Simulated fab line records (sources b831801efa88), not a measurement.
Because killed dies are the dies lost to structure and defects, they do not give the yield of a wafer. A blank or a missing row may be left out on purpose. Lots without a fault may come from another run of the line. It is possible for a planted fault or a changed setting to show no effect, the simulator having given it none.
Which tool did it?    flow gf180mcu    14 lots, 42 wafers sampled, at 4 steps of a route of 602

## WHAT EACH GAUGE READ, for each wafer
GF_STI_THK_MEAS_30.
lot   measured     on             STI_OXIDATION_02_THK (nm)
L560  day 2 06:19  film metro-02  10.00 10.02 10.03
L561  day 2 11:04  film metro-02  10.17 10.36 10.23
L562  day 2 16:26  film metro-02  9.86 9.82 9.77
L563  day 2 23:50  film metro-03  10.01 9.98 10.18
L564  day 3 03:36  film metro-02  9.73 9.74 9.86
L566  day 3 15:26  film metro-03  10.29 10.26 10.24
L567  day 3 19:55  film metro-04  9.49 9.61 9.48
L568  day 3 23:35  film metro-03  9.79 9.79 9.89
L569  day 4 04:01  film metro-02  10.05 10.12 9.93
L571  day 4 16:12  film metro-03  9.76 10.02 9.82
L575  day 5 11:55  film metro-03  9.82 9.92 9.90
L576  day 5 16:26  film metro-04  9.80 9.75 9.96
L578  day 6 06:17  film metro-04  9.68 9.71 9.41
L582  day 6 23:04  film metro-02  10.02 10.07 10.07

GF_DUAL_GATE_OVL_MEAS_11.
lot   measured      on          DUAL_GATE_OVL (nm)
L560  day 8 08:40   overlay-02  -0.7 2.0 2.7
L561  day 8 15:29   overlay-01  -2.2 -1.9 -2.3
L562  day 8 21:59   overlay-02  1.6 1.5 0.0
L563  day 9 08:16   overlay-01  -0.2 -2.4 -0.1
L564  day 9 16:06   overlay-01  0.4 -1.4 1.0
L566  day 10 04:53  overlay-01  -1.1 -2.3 -2.7
L567  day 10 09:48  overlay-01  -1.1 -0.5 0.7
L568  day 10 13:58  overlay-02  1.0 2.7 1.9
L569  day 10 19:59  overlay-01  0.1 1.4 0.3
L571  day 11 12:16  overlay-02  1.5 1.6 1.9
L575  day 12 15:27  overlay-02  4.7 4.5 5.1
L576  day 13 01:05  overlay-01  2.3 0.7 1.7
L578  day 13 15:17  overlay-02  6.4 4.5 5.0
L582  day 14 13:06  overlay-01  1.9 0.9 1.9

GF_CONTACT_OVL_MEAS_15.
lot   measured      on          CONTACT_OVL (nm)
L560  day 16 03:49  overlay-02  6 0 9
L561  day 16 17:11  overlay-02  2 0 0
L562  day 16 23:02  overlay-01  7 -1 2
L563  day 17 10:14  overlay-01  -18 -11 -7
L564  day 17 18:38  overlay-01  2 -8 -9
L566  day 18 13:59  overlay-02  -4 2 -2
L567  day 18 19:28  overlay-01  4 -7 -8
L568  day 18 23:07  overlay-02  9 4 -3
L569  day 19 11:56  overlay-01  -16 -9 -5
L571  day 20 05:43  overlay-01  -5 2 -4
L575  day 21 14:34  overlay-02  6 2 -8
L576  day 22 02:41  overlay-01  9 10 3
L578  day 22 19:47  overlay-01  -1 1 9
L582  day 23 18:22  overlay-01  -2 -7 -2

## EACH LOT AND THE TOOL THAT RAN IT (in order: tool; ch and the chambers of the sampled wafers; start)
lot   GF_DUAL_GATE_EXPOSE_08
L560  iline stepper-02 ch 0, day 8 00:23
L561  iline stepper-01 ch 0, day 8 07:20
L562  iline stepper-01 ch 0, day 8 14:26
L563  iline stepper-02 ch 0, day 8 23:50
L564  iline stepper-01 ch 0, day 9 06:54
L566  iline stepper-01 ch 0, day 9 20:25
L567  iline stepper-02 ch 0, day 10 00:53
L568  iline stepper-02 ch 0, day 10 05:43
L569  iline stepper-01 ch 0, day 10 11:09
L571  iline stepper-02 ch 0, day 11 03:16
L575  iline stepper-02 ch 0, day 12 06:20
L576  iline stepper-01 ch 0, day 12 15:04
L578  iline stepper-02 ch 0, day 13 05:17
L582  iline stepper-01 ch 0, day 14 02:35
- GF_DUAL_GATE_EXPOSE_08: exposes mask Dualgate, target cd 700 nm.

## AS READ BY THE TOOLS THEMSELVES (means over the sampled wafers that have a number; for cases with no such wafer, the mark the record gives instead)
The record holds no such reading with a usual standard deviation.

## THE ANSWER, worked out from the rows above alone
Rule: the usual values come from the lots themselves. The widest of any qualifying gaps counts: lots, ordered by their means at a reading, are off when they make up no more than a third of the lots, leave a main group of 4 or more, and stand apart from it by 3 or more times the standard deviation of that group's means. A main group is skipped when, at the precision printed for the reading in the tables above, its means are all equal. A lot without any number at a reading at which 4 lots or more have one is off too. Where the step has rows for the other lots, those lots are counted as sound. Order of review: gauges by route order, followed by the tools' own readings, for which a lot's mean as printed above is used. The first step at which some lot is off is used, and at that step the reading that is off furthest; a lot without a number counts as furthest.
No lot is off at any reading shown: from this, nothing can be told.

## WHAT WAS PUT IN BY THE SIMULATOR
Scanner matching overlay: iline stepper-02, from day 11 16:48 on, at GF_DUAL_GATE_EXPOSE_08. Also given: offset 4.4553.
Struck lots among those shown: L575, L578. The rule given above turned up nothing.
